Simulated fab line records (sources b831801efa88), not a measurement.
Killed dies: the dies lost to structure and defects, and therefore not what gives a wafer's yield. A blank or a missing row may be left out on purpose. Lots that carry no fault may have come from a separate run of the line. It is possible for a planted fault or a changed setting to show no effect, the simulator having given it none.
A lot that was struck, set against a sound lot / flow sky130 / 15 steps out of a route of 708
Sound: wafers L393.2, L393.3, L393.6. The struck wafers were L403.3, L403.5, L403.6. Last of all comes the cause.
At each step with rows: each side's tool, then ch and its chambers, then its first start. Under that, the readings that differ: sound wafers / struck wafers / difference of the means / sigmas: that difference in standard deviations of wafers without a fault.
alike: words and numbers the same on both sides, and readings whose means are apart by under 2 such deviations; not compared: readings that were withheld, readings missing a value for some wafer, numbers with overlapping values and no deviation given by the record, and bounds like >300 which may hide the same value.
The two part at a step that has a row with sigmas, a row that says differs or no value, or rows on one side only. Numbers that don't overlap but have no deviation are shown without sigmas and don't part them. Lack of a reading on every wafer of one side parts them only where that side has two or more wafers.

first, 8 steps without rows for these wafers: SKY_LI_CONTACT_DEHYDRATE_04 (time 60 s); SKY_LI_CONTACT_HMDS_05 (prime time 60 s); SKY_LI_CONTACT_COAT_06 (resist thk 60 nm); SKY_LI_CONTACT_COAT_07 (resist thk 450 nm); SKY_LI_CONTACT_SOFTBAKE_08 (time 90 s); SKY_LI_CONTACT_EXPOSE_09 (exposes mask LICM1, target cd 170 nm); SKY_LI_CONTACT_PEB_10; SKY_LI_CONTACT_DEVELOP_11 (develop time 60 s).
SKY_LI_CONTACT_CD_MEAS_12: the cd target is 170 nm.
  sound on cd_sem-01 at day 29 19:09; struck on cd_sem-02 at day 33 08:04
  alike: cd_nm
SKY_LI_CONTACT_OVL_MEAS_13:
  sound on overlay-01 at day 29 19:15; struck on overlay-02 at day 33 08:10
  alike: LI_CONTACT_OVL
SKY_LI_CONTACT_ETCH_14: etches BARC in N2/H2, stops on SiO2, time 45.9 s, target depth 60 nm.
  sound on rie_diel-01 ch 0,3, day 29 19:17; struck on rie_diel-02 ch 1,2,3, day 33 08:11
  alike: drypump_motor_current_A, n2_flow_sccm, oes_product_au, throttle_valve_pct
  not compared: rf_hours_counter_h
SKY_LI_CONTACT_ETCH_15: etches PSG in C4F8/O2/Ar, stops on Si, target depth 600 nm.
  sound on rie_diel-01 ch 0,3, day 29 19:19; struck on rie_diel-02 ch 1,2,3, day 33 08:13
reading=oes_product_au (a.u.); sound=0.828 0.826 0.836; struck=0.839 0.839 0.840; difference=+0.009; sigmas=+2
SKY_LI_CONTACT_STRIP_16: strips in O2/N2.
  sound on plasma_asher-02 ch 0,1, day 29 19:25; struck on plasma_asher-02 ch 0,1, day 33 08:20
reading=overash_fraction; sound=0.5 0.5 0.5; struck=0.7 0.7 0.7; difference=+0.2; sigmas=
  alike: drypump_motor_current_A, n2_flow_sccm, oes_product_au, strip_time_to_endpoint_s
  not compared: rf_hours_counter_h
then, 2 steps without rows for these wafers: SKY_LI_CONTACT_CLEAN_17 (cleans in NMP, time 600 s); SKY_PAD_OPEN_PROBE_99.

== WHERE THEY PART ==
Within this record, at SKY_LI_CONTACT_ETCH_15 only. Later steps at which nothing parts them and some readings are alike: SKY_LI_CONTACT_STRIP_16.

WHY: whatever the simulator had introduced
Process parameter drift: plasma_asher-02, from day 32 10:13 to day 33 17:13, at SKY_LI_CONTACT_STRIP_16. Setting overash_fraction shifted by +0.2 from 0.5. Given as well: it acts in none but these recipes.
